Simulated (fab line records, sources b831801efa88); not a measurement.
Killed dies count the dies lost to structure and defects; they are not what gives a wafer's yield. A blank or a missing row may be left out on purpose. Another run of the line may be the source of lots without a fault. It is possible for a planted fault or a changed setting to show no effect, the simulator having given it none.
Matching of chambers :: flow gf180mcu :: rie_diel-03 running GF_STI_ETCH_13: 4 sister chambers
The step etches the open film in CHF3/O2, stops on Si, target depth 282.31 nm, time 112.9 s. 7 wafers are shown with their chamber, then 9 later ones without.

## EACH WAFER AND ITS CHAMBER
wafer: L076.1
chamber: 0
drypump_motor_current_A (A): 5.8
rf_fwd_power_W (W): 599.9

wafer: L081.2
chamber: 3
drypump_motor_current_A (A): 5.2
rf_fwd_power_W (W): 593.5

wafer: L082.4
chamber: 2
drypump_motor_current_A (A): 5.3
rf_fwd_power_W (W): 597.8

wafer: L082.5
chamber: 1
drypump_motor_current_A (A): 5.5
rf_fwd_power_W (W): 597.9

wafer: L089.1
chamber: 2
drypump_motor_current_A (A): 5.3
rf_fwd_power_W (W): 596.4

wafer: L089.3
chamber: 1
drypump_motor_current_A (A): 5.4
rf_fwd_power_W (W): 593.0

wafer: L089.4
chamber: 3
drypump_motor_current_A (A): 5.2
rf_fwd_power_W (W): 593.9

## WAFERS MISSING THEIR CHAMBER
wafer: L090.1
drypump_motor_current_A (A): 5.5
rf_fwd_power_W (W): 596.8

wafer: L090.4
drypump_motor_current_A (A): 5.2
rf_fwd_power_W (W): 595.9

wafer: L090.5
drypump_motor_current_A (A): 5.3
rf_fwd_power_W (W): 598.2

wafer: L093.1
drypump_motor_current_A (A): 5.1
rf_fwd_power_W (W): 598.0

wafer: L093.3
drypump_motor_current_A (A): 5.3
rf_fwd_power_W (W): 597.1

wafer: L093.6
drypump_motor_current_A (A): 5.7
rf_fwd_power_W (W): 598.9

wafer: L094.1
drypump_motor_current_A (A): 5.3
rf_fwd_power_W (W): 597.3

wafer: L094.4
drypump_motor_current_A (A): 5.4
rf_fwd_power_W (W): 595.0

wafer: L094.5
drypump_motor_current_A (A): 5.2
rf_fwd_power_W (W): 592.9

## CHAMBER TAKEN BY EACH
wafer: L090.1
from the rows above: 1
in truth: 1

wafer: L090.4
from the rows above: can't be placed: 3 or 2
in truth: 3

wafer: L090.5
from the rows above: 2
in truth: 2

wafer: L093.1
from the rows above: can't be placed: 3 or 2
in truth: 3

wafer: L093.3
from the rows above: 2
in truth: 2

wafer: L093.6
from the rows above: 0
in truth: 0

wafer: L094.1
from the rows above: 2
in truth: 2

wafer: L094.4
from the rows above: can't be placed: 1 or 2
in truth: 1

wafer: L094.5
from the rows above: 3
in truth: 3
Correctly placed: 6 of 9. Unplaceable from these rows: 3, with the true chamber sitting among the candidates in 3. Wrongly placed: 0.
How it was worked out, from the rows above alone: a wafer's distance from a chamber is the root of the sum, over the readings, of the square of ((its reading less the chamber's mean) divided by the reading's scatter). If the next closest chamber is less than 2 further off than the closest, the wafer can't be placed; otherwise it belongs to the closest. Each chamber's mean is taken over the wafers shown for it. The scatter: the root of (the sum of the squares of (reading less its chamber's mean) over the shown wafers, divided by (wafers less chambers)).
